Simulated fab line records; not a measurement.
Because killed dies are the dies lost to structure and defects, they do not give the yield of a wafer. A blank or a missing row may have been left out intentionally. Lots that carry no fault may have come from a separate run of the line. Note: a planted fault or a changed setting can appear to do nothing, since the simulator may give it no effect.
2 desks, one fault -- flow gf180mcu -- only its own numbers are on each desk; what lay behind them is given at the end

== AT THE METROLOGY DESK ==
What the gauges read for every lot (on any tool): the sampled wafers with a number, averaged. Any lot whose mean is over 4 standard deviations away from the usual mean is out of limits and marked OUT; that distance is given in the brackets.
Columns: A = PSD_TW at GF_PSD_TW_MEAS_11, usual 3217; B = PSD_RS at GF_PSD_RS_MEAS_15, usual 107.09 ohm/sq; C = SAB_CVD_00_THK at GF_SAB_THK_MEAS_01, usual 50.0 nm; D = cd-nm at GF_SAB_CD_MEAS_09, usual 419.5 nm
lot,first seen here,A,B,C,D
L965,day 14 10:05,3192,107.82,49.6,418.0
L968,day 15 04:10,3258,106.78,49.0,419.3
L970,day 15 23:55,3264,106.97,49.9,417.6
L971,day 16 15:14,3346,104.46 (-9.7) OUT,51.1,420.2
L972,day 16 20:44,3297,104.72 (-8.8) OUT,49.8,415.8
L979,day 19 06:40,3168,107.18,49.8,420.0
L980,day 19 14:39,3187,106.69,50.5,416.4
L981,day 19 22:58,3267,106.85,50.3,418.2
L982,day 20 04:34,3263,106.97,49.4,420.0
L984,day 21 04:29,3243,107.13,50.2,421.7
L985,day 21 07:16,3202,107.19,50.4,421.4
This desk's result: L971, L972 out of limits, first on L971 (PSD_RS at GF_PSD_RS_MEAS_15), day 16 15:34. In limits: L965, L968, L970, L979, L980, L981, L982, L984, L985.

== FOR THE TOOL OWNER'S DESK: implanter-01 ==
For each lot that ran on this tool, the mean over its sampled wafers that have a number, from the tool's own readings at GF_PSD_IMPLANT_09. Any lot whose mean is over 4 standard deviations away from the usual mean is out of limits and marked OUT; that distance is given in the brackets.
Columns: A = dose-ions-cm2 at GF_PSD_IMPLANT_09, usual 1.4998e+15; B = faraday-current-uA at GF_PSD_IMPLANT_09, usual 8251
lot,first seen here,A,B
L965,day 14 09:50,1.5005e+15,8120
L968,day 15 03:55,1.5011e+15,8233
L971,day 16 15:01,1.7055e+15 (+99 or more) OUT,9357 (+7.4) OUT
L972,day 16 20:31,1.7065e+15 (+99 or more) OUT,9294 (+7.0) OUT
L980,day 19 14:26,1.5006e+15,8199
L981,day 19 22:43,1.5018e+15,8147
This desk's finding: out of limits on L971, L972; first on L971, day 16 15:01 (dose-ions-cm2 at GF_PSD_IMPLANT_09). In limits: L965, L968, L980, L981.

== PUT TOGETHER ==
At day 16 15:01, on L971, L972, the tool owner's desk was in a position to raise an alarm.
L971, L972 would have let the metrology desk raise an alarm at day 16 15:34.
All the named lots went through GF_PSD_IMPLANT_09 on implanter-01.

== WHAT HAD BEEN PUT IN BY THE SIMULATOR ==
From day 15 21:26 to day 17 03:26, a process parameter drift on implanter-01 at GF_PSD_IMPLANT_09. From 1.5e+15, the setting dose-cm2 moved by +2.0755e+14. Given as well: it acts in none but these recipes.
Struck lots among those shown: L971, L972.
Time in hours from fault onset to the first out-of-limits reading at each desk: tool owner's desk 18, metrology desk 18.
